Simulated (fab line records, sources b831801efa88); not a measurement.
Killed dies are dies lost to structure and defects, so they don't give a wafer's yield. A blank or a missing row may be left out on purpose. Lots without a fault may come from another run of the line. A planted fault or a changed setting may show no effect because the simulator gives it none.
Problem report in the 8D (eight disciplines) form, filled by code | flow gf180mcu | the parts of the form that need people (team, actions taken, sign-off) are left out

1. THE PROBLEM
heater_power_total_W at GF_V2_SOFTBAKE_10 reads a mean of 98.11 W on 3 wafers of 2 lots; wafers without a fault read 93.06 W with a standard deviation of 0.06. That is +84 standard deviations from the usual mean.
The step: time 60 s.
First seen on wafer L426.5, day 23 19:00, on litho_track-03. The record holds 18 wafers of 6 lots with a number at this step. Rule for "out", or "out of limits": more than 4 standard deviations from the usual mean. The other wafers with a number count as sound.

2. WHAT IT IS AND WHAT IT IS NOT
question                    | is                                 | is not
which readings at this step | heater_power_total_W, run_length_s | -
which lots                  | L426, L428                         | L416, L419, L433, L437
which wafers of those lots  | L426.5, L428.1, L428.5             | L426.3, L426.4, L428.2
read on which tools         | litho_track-03                     | litho_track-01
when                        | from day 23 19:00                  | up to then (8 sound wafers); but 7 sound wafers of L428, L433, L437 came after

3. SUSPECTS, AND WHAT RULES EACH OUT
Counting: a tool at a process step up to the reading stays a suspect if it ran every lot that is out. Sound lots after the first of them don't rule it out here, since some wafers of a struck lot are sound.
- cmp-02 at GF_V2_CMP_04 (polishes SiO2): kept. It ran every lot that is out, first L426 (day 23 07:58); its last sound lot up to then is L419 (day 20 17:19).
- litho_track-03 at GF_V2_SOFTBAKE_10 (time 60 s): kept. It ran every lot that is out, first L426 (day 23 19:00); its last sound lot up to then is L416 (day 20 09:00). Its own readings are out on those wafers: heater_power_total_W, run_length_s.
Left after counting: cmp-02 at GF_V2_CMP_04, litho_track-03 at GF_V2_SOFTBAKE_10.

4. THE CAUSE (what the simulator had put in)
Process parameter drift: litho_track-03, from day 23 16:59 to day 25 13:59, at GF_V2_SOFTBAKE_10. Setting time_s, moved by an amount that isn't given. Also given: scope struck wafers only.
Counting left 2 suspects, and this tool is among them.

5. THE CHAIN OF EFFECTS, in route order
Each row: a reading whose mean over the struck wafers that have a number lies more than 3 standard deviations from the usual. Only readings for which the record gives a usual standard deviation are gone through. hours: the time from each lot's start at the first step in this table that gives one to its start at this step, as a median over the lots. sigmas: the change in usual standard deviations.
hours | step              | reading              | usual   | on struck wafers | change | sigmas
0     | GF_V2_SOFTBAKE_10 | heater_power_total_W | 93.06 W | 98.11            | +5.05  | +84
0     | GF_V2_SOFTBAKE_10 | run_length_s         | 89.12 s | 79.92            | -9.20  | -54
The process steps in it:
- GF_V2_SOFTBAKE_10: time 60 s.
Readings that are blank on the struck wafers while sound wafers have them: plate_temp_C at GF_V2_SOFTBAKE_10.
Later measuring or inspecting steps at which every struck wafer that the step has a row for has a number for every such reading, and none has moved that far: GF_V2_CD_MEAS_14, GF_V2_OVL_MEAS_15.

6. WHAT WOULD HAVE CAUGHT IT SOONER
In this record the first reading out of limits was taken at day 23 19:00, 2 hours after the fault began at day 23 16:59.
